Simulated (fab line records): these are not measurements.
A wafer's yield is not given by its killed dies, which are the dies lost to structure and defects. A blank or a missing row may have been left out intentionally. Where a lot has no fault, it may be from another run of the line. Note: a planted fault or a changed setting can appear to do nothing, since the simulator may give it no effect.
Which tool is to blame? | flow sky130 | 12 lots, 36 wafers sampled, at 5 steps of a route of 708

WHAT EACH GAUGE READ, for each wafer
The record lacks any reading of a measuring or inspecting step that a usual standard deviation could be used to judge.

TOOL THAT RAN EACH LOT (tool first, then ch and the chambers of the sampled wafers, then the start)
lot  | SKY_VIA2_ETCH_15                   | SKY_VIA2_SPUTTER_20          | SKY_VIA2_CVD_21               | SKY_METAL3_SPUTTER_00        | SKY_PAD_OPEN_PROBE_99
L247 | rie-diel-01 ch 0,2,3, day 36 04:13 | pvd-sputter-04, day 36 04:55 | cvd-w-02 ch 0,1, day 36 04:59 | pvd-sputter-01, day 36 05:36 | prober-01, day 45 16:39
L248 | rie-diel-04 ch 0,1,3, day 36 06:25 | pvd-sputter-04, day 36 07:04 | cvd-w-01 ch 0,1, day 36 07:08 | pvd-sputter-01, day 36 07:44 | prober-02, day 45 21:01
L249 | rie-diel-01 ch 2,3, day 36 08:42   | pvd-sputter-01, day 36 09:25 | cvd-w-01 ch 0,1, day 36 09:29 | pvd-sputter-03, day 36 10:05 | prober-01, day 45 21:10
L250 | rie-diel-01 ch 0,1, day 37 06:29   | pvd-sputter-01, day 37 07:17 | cvd-w-01 ch 0,1, day 37 07:23 | pvd-sputter-03, day 37 07:57 | prober-02, day 46 15:11
L252 | rie-diel-04 ch 0,1,2, day 37 21:49 | pvd-sputter-02, day 37 22:28 | cvd-w-02 ch 0,1, day 37 22:32 | pvd-sputter-04, day 37 23:09 | prober-01, day 47 00:24
L255 | rie-diel-01 ch 0,1,2, day 40 09:57 | pvd-sputter-04, day 40 10:40 | cvd-w-02 ch 0,1, day 40 10:44 | pvd-sputter-01, day 40 11:20 | prober-02, day 48 22:30
L259 | rie-diel-01 ch 0,1,2, day 40 14:52 | pvd-sputter-04, day 40 15:31 | cvd-w-02 ch 0,1, day 40 15:35 | pvd-sputter-01, day 40 17:10 | prober-02, day 49 08:07
L261 | rie-diel-01 ch 1,2,3, day 40 15:39 | pvd-sputter-04, day 40 16:19 | cvd-w-02 ch 0,1, day 40 16:22 | pvd-sputter-03, day 40 17:46 | prober-02, day 49 08:25
L262 | rie-diel-03 ch 0,2,3, day 40 15:49 | pvd-sputter-01, day 40 16:52 | cvd-w-01 ch 0,1, day 40 16:56 | pvd-sputter-04, day 40 18:04 | prober-01, day 49 08:07
L266 | rie-diel-03 ch 0,1,2, day 41 20:46 | pvd-sputter-02, day 41 21:25 | cvd-w-01 ch 0,1, day 41 21:29 | pvd-sputter-03, day 41 22:12 | prober-02, day 50 02:54
L268 | rie-diel-04 ch 0,2, day 42 03:13   | pvd-sputter-02, day 42 03:52 | cvd-w-01 ch 0,1, day 42 03:56 | pvd-sputter-03, day 42 04:32 | prober-02, day 50 08:22
L270 | rie-diel-04 ch 0,3, day 43 14:58   | pvd-sputter-02, day 43 15:37 | cvd-w-02 ch 0,1, day 43 15:41 | pvd-sputter-03, day 43 16:30 | prober-01, day 51 07:02
- SKY_VIA2_ETCH_15: etches SiO2 in C4F8/O2/Ar, stops on TiN, target depth 546 nm, time 84 s.
- SKY_VIA2_SPUTTER_20: material TiN, target thk 20 nm, time 80 s.
- SKY_VIA2_CVD_21: deposits W, target thk 420 nm, time 126.4 s.
- SKY_METAL3_SPUTTER_00: material Ti, target thk 15 nm, time 10 s.
- SKY_PAD_OPEN_PROBE_99

AS READ BY THE TOOLS THEMSELVES (means over the sampled wafers that have a number; for cases with no such wafer, the mark the record gives instead)
SKY_VIA2_ETCH_15.
lot  | tool        | oes-product-au (a.u.)
L247 | rie-diel-01 | 0.943
L248 | rie-diel-04 | 0.944
L249 | rie-diel-01 | 0.945
L250 | rie-diel-01 | 0.949
L252 | rie-diel-04 | 0.948
L255 | rie-diel-01 | 0.942
L259 | rie-diel-01 | 0.943
L261 | rie-diel-01 | 0.947
L262 | rie-diel-03 | 0.942
L266 | rie-diel-03 | 0.943
L268 | rie-diel-04 | 0.944
L270 | rie-diel-04 | 0.949

SKY_VIA2_SPUTTER_20.
lot  | tool           | cathode-dc-power-W (W) | throttle-valve-pct (%)
L247 | pvd-sputter-04 | 4000.0                 | 30.4
L248 | pvd-sputter-04 | 3999.5                 | 30.2
L249 | pvd-sputter-01 | 4001.0                 | 31.1
L250 | pvd-sputter-01 | 4000.5                 | 30.2
L252 | pvd-sputter-02 | 4000.1                 | 29.2
L255 | pvd-sputter-04 | 4000.1                 | 30.3
L259 | pvd-sputter-04 | 3520.3                 | 30.4
L261 | pvd-sputter-04 | 3519.7                 | 30.5
L262 | pvd-sputter-01 | 4000.2                 | 30.3
L266 | pvd-sputter-02 | 4000.4                 | 29.0
L268 | pvd-sputter-02 | 4000.3                 | 28.8
L270 | pvd-sputter-02 | 4000.3                 | 29.0

SKY_VIA2_CVD_21.
lot  | tool     | heater-power-w (W)
L247 | cvd-w-02 | 826
L248 | cvd-w-01 | 841
L249 | cvd-w-01 | 846
L250 | cvd-w-01 | 902
L252 | cvd-w-02 | 789
L255 | cvd-w-02 | 827
L259 | cvd-w-02 | 835
L261 | cvd-w-02 | 814
L262 | cvd-w-01 | 825
L266 | cvd-w-01 | 811
L268 | cvd-w-01 | 824
L270 | cvd-w-02 | 823

SKY_METAL3_SPUTTER_00.
lot  | tool           | cathode-dc-power-W (W) | throttle-valve-pct (%)
L247 | pvd-sputter-01 | 3000.1                 | 29.7
L248 | pvd-sputter-01 | 3000.0                 | 30.4
L249 | pvd-sputter-03 | 2999.6                 | 29.6
L250 | pvd-sputter-03 | 3000.0                 | 30.3
L252 | pvd-sputter-04 | 2999.8                 | 30.4
L255 | pvd-sputter-01 | 2999.6                 | 30.6
L259 | pvd-sputter-01 | 3000.2                 | 30.3
L261 | pvd-sputter-03 | 2999.7                 | 31.2
L262 | pvd-sputter-04 | 2999.7                 | 30.5
L266 | pvd-sputter-03 | 3000.0                 | 30.7
L268 | pvd-sputter-03 | 3000.5                 | 30.9
L270 | pvd-sputter-03 | 3000.7                 | 30.9

SKY_PAD_OPEN_PROBE_99.
lot  | tool      | defect-limited-yield (%) | killed_at_M0_to_M3 | killed_at_M4_up | killed-at-contacts | killed-at-front-end | killed-at-other | killed-dies | killed-on-rim | killed-open | killed-short | sort_bin_3_pad_short (%) | sort_bin_5_function (%) | sort_bin_6_memory (%) | sort_bin_8_speed (%) | sort-n-pass | sort-yield-pct (%)
L247 | prober-01 | 80.3                     | 42                 | 3.3             | 34                 | 17                  | 0.3             | 97          | 21            | 54          | 43           | 0.9                      | 11.5                    | 7.3                   | 0.14                 | 394         | 80.2
L248 | prober-02 | 83.2                     | 39                 | 5.3             | 23                 | 16                  | 0.3             | 83          | 19            | 42          | 40           | 0.9                      | 10.0                    | 5.9                   | 0.00                 | 409         | 83.2
L249 | prober-01 | 81.4                     | 46                 | 5.7             | 21                 | 18                  | 0.7             | 91          | 21            | 45          | 46           | 0.8                      | 11.3                    | 6.5                   | 0.00                 | 401         | 81.4
L250 | prober-02 | 81.4                     | 48                 | 1.7             | 27                 | 15                  | 0.0             | 92          | 17            | 55          | 36           | 1.0                      | 10.5                    | 7.1                   | 0.00                 | 400         | 81.4
L252 | prober-01 | 82.7                     | 44                 | 3.3             | 20                 | 17                  | 0.7             | 85          | 14            | 52          | 33           | 1.1                      | 9.8                     | 6.3                   | 0.00                 | 407         | 82.7
L255 | prober-02 | 82.9                     | 38                 | 3.3             | 26                 | 17                  | 0.3             | 84          | 15            | 48          | 36           | 1.0                      | 9.8                     | 6.3                   | 0.00                 | 408         | 82.9
L259 | prober-02 | 83.3                     | 40                 | 2.0             | 21                 | 18                  | 1.0             | 82          | 16            | 43          | 39           | 1.1                      | 9.8                     | 5.8                   | 0.00                 | 410         | 83.3
L261 | prober-02 | 84.5                     | 34                 | 2.0             | 26                 | 14                  | 0.3             | 76          | 14            | 42          | 34           | 0.7                      | 8.7                     | 6.0                   | 0.00                 | 416         | 84.5
L262 | prober-01 | 82.9                     | 37                 | 4.7             | 25                 | 17                  | 0.7             | 84          | 18            | 45          | 38           | 0.4                      | 10.1                    | 6.6                   | 0.00                 | 408         | 82.9
L266 | prober-02 | 80.3                     | 55                 | 5.7             | 22                 | 14                  | 0.0             | 97          | 15            | 51          | 45           | 1.2                      | 11.5                    | 6.9                   | 0.00                 | 395         | 80.3
L268 | prober-02 | 82.5                     | 45                 | 2.3             | 22                 | 16                  | 0.3             | 86          | 16            | 45          | 41           | 1.3                      | 10.4                    | 5.7                   | 0.00                 | 406         | 82.5
L270 | prober-01 | 80.8                     | 48                 | 2.0             | 25                 | 20                  | 0.0             | 95          | 15            | 46          | 47           | 1.1                      | 11.1                    | 7.0                   | 0.00                 | 397         | 80.8

THE ANSWER, worked out from the rows above alone
Rule: what is usual is taken from the lots themselves. Put in order of their means at a reading, lots are off if they are a third of the lots or fewer, leave a main group of 4 or more, and stand apart from it by a gap of 3 or more times the standard deviation of the main group's means; of several such gaps the widest counts. A main group whose means are all the same, to the digits that the tables above print for the reading, isn't used. Also off: a lot with no number at a reading for which 4 or more lots have one. The other lots that the step has rows for count as sound. First the gauges in route order, then the tools' own readings, where a lot's mean is used as printed above. The first step at which some lot is off is used, and at that step the reading that is off furthest; a lot without a number counts as furthest.
Off, at SKY_VIA2_SPUTTER_20 on cathode-dc-power-W: L259, L261. The main group: mean 4000.2 W, standard deviation 0.36.
A tool fits if, at that step or a process step before it, it ran every lot that is off, and no sound lot after the first of them. 2 tools fit, rie-diel-01 at SKY_VIA2_ETCH_15 and pvd-sputter-04 at SKY_VIA2_SPUTTER_20, so this cannot tell which one it is.

WHAT THE SIMULATOR PUT IN
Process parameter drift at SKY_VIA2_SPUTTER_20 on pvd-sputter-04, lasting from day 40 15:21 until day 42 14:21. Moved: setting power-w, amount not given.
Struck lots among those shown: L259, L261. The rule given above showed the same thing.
